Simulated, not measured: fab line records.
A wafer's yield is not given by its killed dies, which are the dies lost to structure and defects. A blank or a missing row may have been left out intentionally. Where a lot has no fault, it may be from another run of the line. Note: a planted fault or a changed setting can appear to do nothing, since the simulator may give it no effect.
fab line records	flow gf180mcu
record lots=12	wafers=36	last-day=34
route steps=602 shown MVSD@74 HV_LDD@198 CONTACT@302
lots with no fault: from the same line, run without faults
start-h: hours from the record's first day to the start of the lot's first wafer shown	wait-h: hours elapsed since this lot's preceding step	" unchanged from the row above	L1.1+2: several wafers, shown together as one row	- no value present, or no start provided	* or withheld: withheld	< > ~ a bound
route shown NAME@n: NAME is a module with steps in the file, n the number in the route of the first one	usual: the fault-free wafers' mean and standard deviation	same: alike in all rows	chamber/n: place in a boat	sites: each site's reading	_std_site: how widely they spread, as a standard deviation	_edge_site: mean of outer sites minus mean of inner sites	radius-mm: for every site, how far away it sits from the centre of the wafer	mask NAME#n: copy n	behind: the most recent tool/chamber to have shaped the wafer	hold: reason for holding the lot/hours on hold/outcome of the hold	device: the n, p or np transistor that did not switch	end of line: the route-end tests of the same wafers	for a step that has no rows: nothing shown but its recipe	killed: dies that structure and defects cost at the first sort, which is not the same as the wafer's yield	map: shows each die of a wafer: x if killed, . if not, _ if none is there
set.NAME: the setting the step ran with; set.NAME@STEP: the setting that earlier step ran with	model.NAME: the simulator's own value behind a step, which no gauge read
steps of the route over a sample of lots; a table a step, a row a wafer
services: when a tool's chamber went out of use (start-h, in hours from the record's first day, below 0 if earlier), for how many hours, and the reason
## steps
# step GF_MVSD_IMPLANT_08
# recipe species=P	energy-kev=400	dose-cm2=1.6e+13	tilt-deg=0
# usual dose-ions-cm2=1.6005e+13/1.7e+10	faraday-current-uA=90.0/1.8
lot.wafer	tool	chamber	start-h	wait-h	dose-ions-cm2	faraday-current-uA
L947.3	implanter-02	0	82.91	0.1	1.6013e+13	90.9
L947.4	"	0	"	"	1.602e+13	87.7
L947.5	"	0	"	"	1.5995e+13	92.9
L954.2	implanter-03	0	124.59	0.0	1.5992e+13	88.0
L954.3	"	0	"	"	1.5978e+13	89.1
L954.6	"	0	"	"	1.5978e+13	88.1
L955.2	implanter-03	0	130.39	0.0	1.1577e+13	65.7
L955.5	"	0	"	"	1.159e+13	65.5
L955.6	"	0	"	"	1.1585e+13	64.4
L957.1	implanter-03	0	142.26	0.0	1.1595e+13	66.7
L957.2	"	0	"	"	1.159e+13	63.7
L957.3	"	0	"	"	1.1589e+13	64.7
L960.2	implanter-02	0	158.88	0.0	1.5998e+13	86.4
L960.4	"	0	"	"	1.6019e+13	91.6
L960.5	"	0	"	"	1.604e+13	91.4
L961.2	implanter-02	0	164.83	0.0	1.5971e+13	93.9
L961.4	"	0	"	"	1.598e+13	90.6
L961.5	"	0	"	"	1.5999e+13	89.9
L962.1	implanter-02	0	170.06	0.0	1.6024e+13	88.9
L962.3	"	0	"	"	1.5984e+13	91.8
L962.6	"	0	"	"	1.5996e+13	88.7
L963.2	implanter-02	0	176.05	0.0	1.6027e+13	89.2
L963.3	"	0	"	"	1.6015e+13	90.6
L963.5	"	0	"	"	1.5977e+13	92.6
L964.1	implanter-04	0	180.96	0.0	1.6009e+13	87.7
L964.5	"	0	"	"	1.6026e+13	92.9
L964.6	"	0	"	"	1.5998e+13	89.0
L965.2	implanter-04	0	189.29	0.0	1.5989e+13	87.9
L965.4	"	0	"	"	1.6028e+13	89.3
L965.6	"	0	"	"	1.6007e+13	89.2
L966.1	implanter-04	0	195.46	0.0	1.5999e+13	88.9
L966.2	"	0	"	"	1.6021e+13	86.4
L966.6	"	0	"	"	1.6004e+13	89.4
L969.2	implanter-04	0	211.19	0.0	1.6031e+13	91.4
L969.4	"	0	"	"	1.6028e+13	88.2
L969.5	"	0	"	"	1.6038e+13	90.6
# step GF_MVSD_STRIP_10
# recipe chemistry=O2/N2	power-w=1400	pressure-mtorr=1500	platen-temp-c=250	o2-flow-sccm=3000	n2-flow-sccm=300	overash-fraction=0.5
# usual drypump-motor-current-A=5.8/0.44	heater-power-w=312/31	oes-product-au=0.722/0.0043	strip-time-to-endpoint-s=36.94/0.14
lot.wafer	tool	chamber	start-h	wait-h	drypump-motor-current-A	heater-power-w	oes-product-au	rf-hours-counter-h	strip-time-to-endpoint-s
L947.3	plasma-asher-02	1	83.20	0.1	6.6	283	0.723	-	36.61
L947.4	"	0	"	"	6.3	352	0.720	-	36.69
L947.5	"	0	"	"	6.3	349	0.720	-	36.78
L954.2	plasma-asher-04	0	124.86	0.1	5.4	322	0.722	1	36.92
L954.3	"	0	"	"	5.4	311	0.718	-	36.90
L954.6	"	0	"	"	5.4	321	0.722	-	36.85
L955.2	plasma-asher-01	1	130.66	0.1	5.7	363	0.723	47	36.99
L955.5	"	0	"	"	5.5	286	0.720	-	36.91
L955.6	"	1	"	"	5.6	362	0.726	-	36.96
L957.1	plasma-asher-02	1	142.56	0.1	6.6	283	0.719	36	36.92
L957.2	"	0	"	"	6.3	350	0.717	36	36.80
L957.3	"	0	"	"	6.3	370	0.724	-	36.89
L960.2	plasma-asher-04	0	159.16	0.1	5.5	318	0.717	4	36.97
L960.4	"	1	"	"	5.6	288	0.724	-	37.01
L960.5	"	0	"	"	5.5	317	0.723	-	37.10
L961.2	plasma-asher-04	1	165.11	0.1	5.6	286	0.724	5	37.07
L961.4	"	0	"	"	5.4	320	0.727	-	37.00
L961.5	"	1	"	"	5.6	286	0.725	-	37.07
L962.1	plasma-asher-04	1	170.36	0.1	5.6	292	0.721	5	36.93
L962.3	"	0	"	"	5.5	316	0.722	-	37.03
L962.6	"	1	"	"	5.6	281	0.719	-	36.99
L963.2	plasma-asher-04	1	176.32	0.1	5.6	292	0.725	6	36.91
L963.3	"	0	"	"	5.5	327	0.720	-	36.85
L963.5	"	1	"	"	5.5	291	0.718	-	36.82
L964.1	plasma-asher-02	1	181.26	0.1	6.6	280	0.726	40	37.14
L964.5	"	0	"	"	6.3	360	0.725	-	37.15
L964.6	"	1	"	"	6.6	291	0.724	-	37.20
L965.2	plasma-asher-04	0	189.57	0.1	5.5	312	0.724	7	36.97
L965.4	"	1	"	"	5.6	296	0.723	-	36.86
L965.6	"	0	"	"	5.5	312	0.718	-	36.93
L966.1	plasma-asher-02	0	195.76	0.1	6.3	349	0.718	41	37.02
L966.2	"	1	"	"	6.6	280	0.717	41	36.91
L966.6	"	1	"	"	6.5	281	0.727	-	36.98
L969.2	plasma-asher-04	1	211.47	0.1	5.6	294	0.726	9	37.11
L969.4	"	0	"	"	5.5	315	0.728	-	36.93
L969.5	"	1	"	"	5.6	291	0.726	-	36.99
# step GF_MVSD_TW_MEAS_11
# usual MVSD_TW=1587/9.9
lot.wafer	tool	chamber	start-h	wait-h	MVSD_TW
L947.3	film-metro-03	-	83.28	0.1	1591
L947.4	"	-	"	"	1595
L947.5	"	-	"	"	1597
L954.2	film-metro-03	-	124.97	0.1	1606
L954.3	"	-	"	"	1607
L954.6	"	-	"	"	1591
L955.2	film-metro-03	-	130.77	0.1	1471
L955.5	"	-	"	"	1460
L955.6	"	-	"	"	1463
L957.1	film-metro-01	-	142.66	0.1	1433
L957.2	"	-	"	"	1434
L957.3	"	-	"	"	1448
L960.2	film-metro-03	-	159.27	0.1	1603
L960.4	"	-	"	"	1603
L960.5	"	-	"	"	1597
L961.2	film-metro-01	-	165.22	0.1	1587
L961.4	"	-	"	"	1583
L961.5	"	-	"	"	1574
L962.1	film-metro-01	-	170.46	0.1	1576
L962.3	"	-	"	"	1578
L962.6	"	-	"	"	1578
L963.2	film-metro-03	-	176.43	0.1	1589
L963.3	"	-	"	"	1595
L963.5	"	-	"	"	1577
L964.1	film-metro-03	-	181.36	0.1	1590
L964.5	"	-	"	"	1586
L964.6	"	-	"	"	1595
L965.2	film-metro-04	-	189.72	0.1	1580
L965.4	"	-	"	"	1584
L965.6	"	-	"	"	1576
L966.1	film-metro-01	-	195.86	0.1	1578
L966.2	"	-	"	"	1577
L966.6	"	-	"	"	1583
L969.2	film-metro-03	-	211.58	0.1	1590
L969.4	"	-	"	"	1595
L969.5	"	-	"	"	1597
# step GF_VT_IMPLANT_RS_MEAS_46
# recipe thk-meas-gauge=four-point-probe
# usual MVSD_RS=456.1/1.2
lot.wafer	tool	chamber	start-h	wait-h	MVSD_RS[ohm/sq]
L947.3	film-metro-01	-	158.07	0.1	456.8
L947.4	"	-	"	"	456.4
L947.5	"	-	"	"	456.9
L954.2	film-metro-03	-	207.53	0.1	455.3
L954.3	"	-	"	"	454.9
L954.6	"	-	"	"	455.3
L955.2	film-metro-03	-	215.79	0.1	534.0
L955.5	"	-	"	"	538.4
L955.6	"	-	"	"	538.3
L957.1	film-metro-01	-	229.97	0.1	537.6
L957.2	"	-	"	"	538.2
L957.3	"	-	"	"	538.5
L960.2	film-metro-01	-	249.09	0.1	456.8
L960.4	"	-	"	"	456.5
L960.5	"	-	"	"	457.2
L961.2	film-metro-04	-	255.74	0.1	456.5
L961.4	"	-	"	"	455.8
L961.5	"	-	"	"	456.5
L962.1	film-metro-03	-	260.42	0.1	454.6
L962.3	"	-	"	"	455.1
L962.6	"	-	"	"	454.7
L963.2	film-metro-04	-	268.74	0.1	457.6
L963.3	"	-	"	"	456.6
L963.5	"	-	"	"	457.3
L964.1	film-metro-03	-	273.97	0.1	454.0
L964.5	"	-	"	"	454.2
L964.6	"	-	"	"	455.3
L965.2	film-metro-01	-	282.69	0.1	455.7
L965.4	"	-	"	"	455.9
L965.6	"	-	"	"	457.7
L966.1	film-metro-03	-	290.52	0.1	456.3
L966.2	"	-	"	"	456.0
L966.6	"	-	"	"	455.0
L969.2	film-metro-04	-	309.49	0.1	454.8
L969.4	"	-	"	"	455.1
L969.5	"	-	"	"	454.7
# step GF_HV_LDD_STRIP_22
# recipe chemistry=O2/N2	power-w=1400	pressure-mtorr=1500	platen-temp-c=250	o2-flow-sccm=3000	n2-flow-sccm=300	overash-fraction=0.5
# usual drypump-motor-current-A=5.9/0.41	heater-power-w=309/35	oes-product-au=0.716/0.0043	strip-time-to-endpoint-s=12.64/0.038
lot.wafer	tool	chamber	start-h	wait-h	drypump-motor-current-A	heater-power-w	oes-product-au	rf-hours-counter-h	strip-time-to-endpoint-s
L947.3	plasma-asher-03	0	235.07	0.1	5.6	276	0.714	-	12.67
L947.4	"	1	"	"	5.6	303	0.718	-	12.65
L947.5	"	0	"	"	5.6	275	0.710	-	12.68
L954.2	plasma-asher-03	1	292.63	0.1	5.6	299	0.713	63	12.70
L954.3	"	0	"	"	5.6	272	0.719	-	12.66
L954.6	"	1	"	"	5.6	298	0.718	-	12.69
L955.2	plasma-asher-03	0	301.67	0.1	5.6	272	0.717	64	12.65
L955.5	"	1	"	"	5.6	305	0.721	-	12.62
L955.6	"	0	"	"	5.6	274	0.718	-	12.65
L957.1	plasma-asher-01	1	318.78	0.1	5.6	361	0.712	66	12.63
L957.2	"	0	"	"	5.5	280	0.718	66	12.65
L957.3	"	1	"	"	5.6	360	0.717	-	12.66
L960.2	plasma-asher-01	1	338.17	0.1	5.7	364	0.718	68	12.69
L960.4	"	1	"	"	5.7	364	0.717	-	12.68
L960.5	"	0	"	"	5.5	285	0.717	-	12.67
L961.2	plasma-asher-02	0	345.37	0.1	6.3	356	0.720	58	12.61
L961.4	"	1	"	"	6.6	285	0.716	-	12.65
L961.5	"	1	"	"	6.6	279	0.712	-	12.65
L962.1	plasma-asher-03	0	351.93	0.1	5.6	271	0.719	70	12.68
L962.3	"	0	"	"	5.6	278	0.723	-	12.66
L962.6	"	0	"	"	5.6	277	0.714	-	12.63
L963.2	plasma-asher-02	0	361.19	0.1	6.3	355	0.712	59	12.61
L963.3	"	0	"	"	6.3	356	0.714	-	12.69
L963.5	"	0	"	"	6.3	358	0.706	-	12.59
L964.1	plasma-asher-02	0	367.73	0.1	6.3	349	0.717	60	12.72
L964.5	"	0	"	"	6.3	369	0.716	-	12.70
L964.6	"	1	"	"	6.6	286	0.708	-	12.71
L965.2	plasma-asher-03	1	374.72	0.1	5.6	294	0.715	72	12.65
L965.4	"	0	"	"	5.6	274	0.718	-	12.66
L965.6	"	0	"	"	5.6	274	0.718	-	12.69
L966.1	plasma-asher-01	0	384.29	0.1	5.5	284	0.710	72	12.66
L966.2	"	1	"	"	5.6	365	0.712	72	12.66
L966.6	"	0	"	"	5.5	275	0.720	-	12.62
L969.2	plasma-asher-01	0	405.92	0.1	5.5	283	0.728	75	12.61
L969.4	"	1	"	"	5.7	358	0.718	-	12.68
L969.5	"	1	"	"	5.7	364	0.715	-	12.67
# step GF_CONTACT_OVL_MEAS_15
# usual CONTACT_OVL=-4/6.1
lot.wafer	tool	chamber	start-h	wait-h	CONTACT_OVL[nm]
L947.3	overlay-02	-	362.45	0.1	-8
L947.4	"	-	"	"	4
L947.5	"	-	"	"	6
L954.2	overlay-01	-	432.51	0.1	-1
L954.3	"	-	"	"	-4
L954.6	"	-	"	"	5
L955.2	overlay-02	-	442.40	0.1	-7
L955.5	"	-	"	"	-7
L955.6	"	-	"	"	-12
L957.1	overlay-02	-	462.70	0.1	-3
L957.2	"	-	"	"	1
L957.3	"	-	"	"	-10
L960.2	overlay-02	-	486.94	0.1	3
L960.4	"	-	"	"	7
L960.5	"	-	"	"	-5
L961.2	overlay-01	-	493.10	0.1	-8
L961.4	"	-	"	"	-10
L961.5	"	-	"	"	-6
L962.1	overlay-01	-	500.44	0.1	-18
L962.3	"	-	"	"	-16
L962.6	"	-	"	"	-13
L963.2	overlay-01	-	509.59	0.1	-1
L963.3	"	-	"	"	8
L963.5	"	-	"	"	6
L964.1	overlay-02	-	518.00	0.1	1
L964.5	"	-	"	"	-4
L964.6	"	-	"	"	-5
L965.2	overlay-01	-	523.70	0.1	-16
L965.4	"	-	"	"	-11
L965.6	"	-	"	"	-4
L966.1	overlay-01	-	532.73	0.1	-12
L966.2	"	-	"	"	-14
L966.6	"	-	"	"	-8
L969.2	overlay-01	-	555.70	0.1	-2
L969.4	"	-	"	"	0
L969.5	"	-	"	"	8
## services
tool	chamber	start-h	hours	kind
implanter-03	-	81.92	5.0	pm
plasma-asher-02	-	84.97	2.8	pm
plasma-asher-04	-	108.75	9.0	pm
plasma-asher-02	-	114.58	1.0	repair
plasma-asher-01	-	120.19	0.3	repair
implanter-02	-	212.87	3.4	pm
implanter-03	-	215.91	20.1	pm
plasma-asher-03	-	231.27	2.1	repair
implanter-03	-	238.38	6.7	repair
implanter-04	-	238.41	7.7	repair
plasma-asher-01	-	250.25	5.4	repair
plasma-asher-03	-	253.11	10.0	pm
implanter-04	-	258.90	3.2	pm
plasma-asher-02	-	262.11	3.1	repair
implanter-04	-	279.67	23.8	repair
implanter-02	-	294.31	2.3	repair
implanter-02	-	295.19	3.7	repair
plasma-asher-02	-	296.12	0.3	repair
implanter-04	-	332.90	3.6	repair
implanter-04	-	338.47	18.2	repair
plasma-asher-03	-	353.70	2.9	repair
plasma-asher-01	-	358.21	3.0	repair
implanter-02	-	375.52	3.2	pm
plasma-asher-03	-	388.57	5.4	repair
## key
first-sign step=GF_MVSD_IMPLANT_08	reading=dose-ions-cm2	direction=down	sigmas=99+	usual=1.6005e+13	struck=1.1588e+13
effect step=GF_MVSD_IMPLANT_08	reading=faraday-current-uA	direction=down	sigmas=14	usual=90.0	struck=65.1
effect step=GF_MVSD_TW_MEAS_11	reading=MVSD_TW	direction=down	sigmas=14	usual=1587	struck=1452
effect step=GF_VT_IMPLANT_RS_MEAS_46	reading=MVSD_RS	direction=up	sigmas=70	usual=456.1	struck=537.5
met-at GF_MVSD_IMPLANT_08
struck-lots L955,L957
tester-left-out L955,L957
not-acting-at GF_MVSD_STRIP_10,GF_HV_LDD_STRIP_22,GF_CONTACT_OVL_MEAS_15
onset-between 124.59 130.39
fault kind=process-parameter-drift	tool=implanter-03	chamber=-	onset-h=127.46	steps=GF_MVSD_IMPLANT_08	channel=dose-cm2	offset=-4.4078e+12	shape=step	end-h=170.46	acts-in=these-recipes-only	stated=1.6e+13
# tester-left-out: of these lots the tester's yield and bins aren't shown, on N5 and GAA mostly nor the transistor test; their killed dies are dies lost to structure and defects alone, not to doping, threshold or leakage, so they don't give the yield
